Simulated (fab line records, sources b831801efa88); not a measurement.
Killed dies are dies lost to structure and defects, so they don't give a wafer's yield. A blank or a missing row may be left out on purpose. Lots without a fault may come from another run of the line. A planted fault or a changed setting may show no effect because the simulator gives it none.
A struck lot beside a sound one | flow gf180mcu | 15 steps out of a route of 602
Sound: wafers L809.2, L809.4, L809.6. Struck: wafer L814.1. (L814.2, L814.4 of the same lot were not struck and are left out.) The cause comes at the end.
At each step with rows: each side's tool, then ch and its chambers, then its first start. Under that, the readings that differ: sound wafers | struck wafers | difference of the means | sigmas: that difference in standard deviations of wafers without a fault.
alike: readings whose means differ by less than 2 such deviations, and words and numbers that are the same on both sides. not compared: withheld readings, readings that some wafer has no value for, bounds like >300 that may hide the same value, and numbers for which the record gives no deviation and whose values overlap.
The two part at a step that has a row with sigmas, a row that says differs or no value, or rows on one side only. Numbers that don't overlap but have no deviation are shown without sigmas and don't part them. A reading that every wafer of one side lacks parts them only if that side has two wafers or more.

GF_CONTACT_CMP_04: polishes SiO2.
  sound on cmp-01 ch 1,3, day 15 18:29; struck on cmp-02 ch 3, day 17 15:29
  reading             | sound          | struck | difference | sigmas
  motor_current_A (A) | 10.5 10.9 11.0 | 13.3   | +2.5       | +2
  alike: time_to_endpoint_s
GF_CONTACT_BOW_MEAS_05:
  sound on film_metro-01, day 15 18:46; struck on film_metro-04, day 17 15:47
  alike: CONTACT_BOW
then, 8 steps without rows for these wafers: GF_CONTACT_DEHYDRATE_06 (time 60 s); GF_CONTACT_HMDS_07 (prime time 60 s); GF_CONTACT_COAT_08; GF_CONTACT_COAT_09 (resist thk 1000 nm); GF_CONTACT_SOFTBAKE_10 (time 60 s); GF_CONTACT_EXPOSE_11 (exposes mask Contact, target cd 220 nm); GF_CONTACT_PEB_12 (peb time 90 s); GF_CONTACT_DEVELOP_13 (develop time 60 s).
GF_CONTACT_CD_MEAS_14: target cd 220 nm.
  sound on cd_sem-02, day 16 17:43; struck on cd_sem-01, day 18 15:25
  alike: cd_nm
GF_CONTACT_OVL_MEAS_15:
  sound on overlay-02, day 16 17:49; struck on overlay-02, day 18 15:32
  alike: CONTACT_OVL
GF_CONTACT_ETCH_16: etches BARC in N2/H2.
  sound on rie_diel-01 ch 2,3, day 16 17:50; struck on rie_diel-02 ch 2, day 18 15:35
  reading    | sound            | struck | difference | sigmas
  bias_w (W) | 100.0 100.3 99.8 | 123.0  | +23.0      | +77
  alike: drypump_motor_current_A, oes_product_au, throttle_valve_pct
GF_CONTACT_ETCH_17: etches SiO2 in C4F8/O2/Ar, stops on CoSi2, target depth 860 nm.
  sound on rie_diel-01 ch 2,3; struck on rie_diel-02 ch 2
  alike: bias_w, oes_product_au
GF_PASSIVATION_PROBE_99:
  the record has rows for the sound wafers here (prober-02, day 29 15:47) and none for the struck ones

WHERE THEY PART
First at GF_CONTACT_CMP_04; last, within this record, at GF_PASSIVATION_PROBE_99.

WHY: what the simulator had put in
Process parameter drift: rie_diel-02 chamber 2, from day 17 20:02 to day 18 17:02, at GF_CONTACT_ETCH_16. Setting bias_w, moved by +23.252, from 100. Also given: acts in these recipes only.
